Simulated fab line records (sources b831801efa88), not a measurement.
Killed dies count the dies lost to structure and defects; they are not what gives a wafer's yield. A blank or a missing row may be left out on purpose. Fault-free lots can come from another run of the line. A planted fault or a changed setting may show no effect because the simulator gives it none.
A struck lot beside a sound one | flow gf180mcu | 14 steps out of a route of 602
Sound: the wafers L960.1, L960.3, L960.6. Wafers struck: L957.1, L957.2, L957.6. The cause comes at the end.
Order at every step that has rows: each side's tool, ch and its chambers, its first start. Under that, the readings that differ: sound wafers | struck wafers | difference of the means | sigmas: that difference in standard deviations of wafers without a fault.
alike: readings with means less than 2 such deviations apart, plus words and numbers identical on both sides. not compared: withheld readings, readings lacking a value on some wafer, bounds such as >300 that could conceal the same value, and numbers that have no deviation in the record and whose values overlap.
The two part at a step that has a row with sigmas, a row that says differs or no value, or rows on one side only. Numbers that don't overlap but have no deviation are shown without sigmas and don't part them. Lack of a reading on every wafer of one side parts them only where that side has two or more wafers.

GF_V1_CMP_26: polishes, stops on SiO2, t overpolish 15 s, target thk 0 nm.
  sound on cmp-02 ch 0,3, day 24 00:40; struck on cmp-01 ch 1,2,3, day 23 01:59
  alike: motor-current-A, overpolish-run-s, platen-rpm, slurry-filter-dp-kPa, slurry-flow-ml-min, time-to-endpoint-s
GF_M2_SPUTTER_00: material Ti, target thk 37.5 nm, time 150 s.
  sound: pvd-sputter-02 at day 24 00:58; struck: pvd-sputter-03 at day 23 02:11
  alike: throttle-valve-pct
GF_M2_SPUTTER_01: material TiN, target thk 30 nm, time 25 s.
  sound: pvd-sputter-02 at day 24 01:04; struck: pvd-sputter-03 at day 23 02:17
  alike: throttle-valve-pct
then, 1 step without rows for these wafers: GF_M2_SPUTTER_02 (material AlCu, target thk 450 nm, time 23.9 s).
GF_M2_SPUTTER_03: material Ti, target thk 10 nm, time 6.7 s.
  sound: pvd-sputter-02 at day 24 01:07; struck: pvd-sputter-03 at day 23 02:20
  alike: throttle-valve-pct
GF_M2_SPUTTER_04: material TiN, target thk 50 nm, time 41.7 s.
  sound: pvd-sputter-02 at day 24 01:08; struck: pvd-sputter-03 at day 23 02:22
  alike: throttle-valve-pct
GF_M2_RS_MEAS_05: uses a four-point probe to measure.
  sound: film-metro-02 at day 24 01:11; struck: film-metro-04 at day 23 02:24
  alike: M2_ALCU_RS
GF_M2_THK_MEAS_06: measures by xrf.
  sound: film-metro-02 at day 24 01:18; struck: film-metro-04 at day 23 02:31
  alike: M2_ALCU_THK
then, 4 steps without rows for these wafers: GF_M2_DEHYDRATE_07 (time 60 s); GF_M2_HMDS_08 (prime time 60 s); GF_M2_COAT_09 (resist thk 1000 nm); GF_M2_SOFTBAKE_10 (time 60 s).
GF_M2_EXPOSE_11: exposes mask Metal2, target cd 280 nm.
  struck on krf-scanner-01, day 23 14:17; sound on krf-scanner-01 ch 0, day 24 12:17
  no value came back on the struck wafers for exposure-dose-mJ-cm2, focus-offset-nm (nm); on the sound wafers exposure-dose-mJ-cm2 reads 28.00 28.00 28.00
  alike: mask
then, 1 step without rows for these wafers: GF_M2_PEB_12 (peb time 90 s).

## WHERE THEY PART
Only at GF_M2_EXPOSE_11, as far as this record shows.

WHY: what had been put in by the simulator
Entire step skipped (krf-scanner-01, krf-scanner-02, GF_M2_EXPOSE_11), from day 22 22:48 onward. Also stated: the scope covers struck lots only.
